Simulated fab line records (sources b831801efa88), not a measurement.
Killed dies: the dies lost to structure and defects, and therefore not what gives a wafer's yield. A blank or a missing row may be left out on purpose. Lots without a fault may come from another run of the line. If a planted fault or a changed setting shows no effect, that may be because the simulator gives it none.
Matching of chambers / flow sky130 / SKY_VIA4_ETCH_12 on rie_diel-01: 4 sister chambers
The step etches SiO2 in C4F8/O2/Ar, stops on TiN, target depth 580 nm. 18 wafers are shown with their chamber, then 9 later ones without.

== EACH WAFER AND ITS CHAMBER ==
wafer=L078.2; chamber=3; rf_fwd_power_W (W)=1501; oes_product_au (a.u.)=0.925
wafer=L078.3; chamber=0; rf_fwd_power_W (W)=1492; oes_product_au (a.u.)=0.923
wafer=L078.5; chamber=3; rf_fwd_power_W (W)=1497; oes_product_au (a.u.)=0.927
wafer=L077.1; chamber=3; rf_fwd_power_W (W)=1492; oes_product_au (a.u.)=0.927
wafer=L077.4; chamber=1; rf_fwd_power_W (W)=1494; oes_product_au (a.u.)=0.917
wafer=L077.6; chamber=3; rf_fwd_power_W (W)=1493; oes_product_au (a.u.)=0.925
wafer=L079.2; chamber=2; rf_fwd_power_W (W)=1495; oes_product_au (a.u.)=0.922
wafer=L079.3; chamber=1; rf_fwd_power_W (W)=1489; oes_product_au (a.u.)=0.932
wafer=L079.5; chamber=1; rf_fwd_power_W (W)=1489; oes_product_au (a.u.)=0.932
wafer=L082.1; chamber=2; rf_fwd_power_W (W)=1489; oes_product_au (a.u.)=0.926
wafer=L082.4; chamber=1; rf_fwd_power_W (W)=1488; oes_product_au (a.u.)=0.929
wafer=L082.5; chamber=0; rf_fwd_power_W (W)=1493; oes_product_au (a.u.)=0.933
wafer=L085.2; chamber=1; rf_fwd_power_W (W)=1489; oes_product_au (a.u.)=0.932
wafer=L085.4; chamber=2; rf_fwd_power_W (W)=1489; oes_product_au (a.u.)=0.930
wafer=L085.5; chamber=3; rf_fwd_power_W (W)=1492; oes_product_au (a.u.)=0.925
wafer=L086.2; chamber=3; rf_fwd_power_W (W)=1496; oes_product_au (a.u.)=0.931
wafer=L086.3; chamber=0; rf_fwd_power_W (W)=1485; oes_product_au (a.u.)=0.936
wafer=L086.5; chamber=3; rf_fwd_power_W (W)=1498; oes_product_au (a.u.)=0.929

SIGNATURES (means of the wafers above)
reading=rf_fwd_power_W; chamber 0=1490.00; chamber 1=1489.80; chamber 2=1491.00; chamber 3=1495.57; scatter within a chamber=3.32
reading=oes_product_au; chamber 0=0.93067; chamber 1=0.92840; chamber 2=0.92600; chamber 3=0.92700; scatter within a chamber=0.00482
Rule: for a wafer and a chamber, the distance is found by dividing, reading by reading, the gap between the wafer's reading and the chamber's mean by the reading's scatter, squaring, summing and taking the root. The wafer belongs to the nearest chamber; if the next one is less than 2 further off, it can't be placed. The scatter: the root of (the sum of the squares of (reading less its chamber's mean) over the shown wafers, divided by (wafers less chambers)).

== WAFERS WITH NO CHAMBER GIVEN ==
wafer=L093.2; rf_fwd_power_W (W)=1490; oes_product_au (a.u.)=0.912
wafer=L093.4; rf_fwd_power_W (W)=1489; oes_product_au (a.u.)=0.934
wafer=L093.6; rf_fwd_power_W (W)=1489; oes_product_au (a.u.)=0.934
wafer=L094.4; rf_fwd_power_W (W)=1486; oes_product_au (a.u.)=0.921
wafer=L094.5; rf_fwd_power_W (W)=1498; oes_product_au (a.u.)=0.923
wafer=L094.6; rf_fwd_power_W (W)=1492; oes_product_au (a.u.)=0.931
wafer=L096.3; rf_fwd_power_W (W)=1499; oes_product_au (a.u.)=0.918
wafer=L096.4; rf_fwd_power_W (W)=1496; oes_product_au (a.u.)=0.926
wafer=L096.5; rf_fwd_power_W (W)=1492; oes_product_au (a.u.)=0.928

== THE CHAMBER EACH PASSED THROUGH ==
wafer=L093.2; from the rows above=can't be placed: 2 or 1 or 3 or 0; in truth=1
wafer=L093.4; from the rows above=can't be placed: 0 or 1 or 2 or 3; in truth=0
wafer=L093.6; from the rows above=can't be placed: 0 or 1 or 2 or 3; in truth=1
wafer=L094.4; from the rows above=can't be placed: 2 or 1 or 0 or 3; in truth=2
wafer=L094.5; from the rows above=can't be placed: 3 or 2 or 1 or 0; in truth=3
wafer=L094.6; from the rows above=can't be placed: 0 or 1 or 2 or 3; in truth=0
wafer=L096.3; from the rows above=can't be placed: 3 or 2 or 1 or 0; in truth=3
wafer=L096.4; from the rows above=can't be placed: 3 or 2 or 1 or 0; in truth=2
wafer=L096.5; from the rows above=can't be placed: 2 or 1 or 0 or 3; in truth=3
Placed correctly: 0 of 9. Cannot be placed on the basis of these rows: 9; the candidates contain the true chamber in 9. Number placed wrongly: 0.
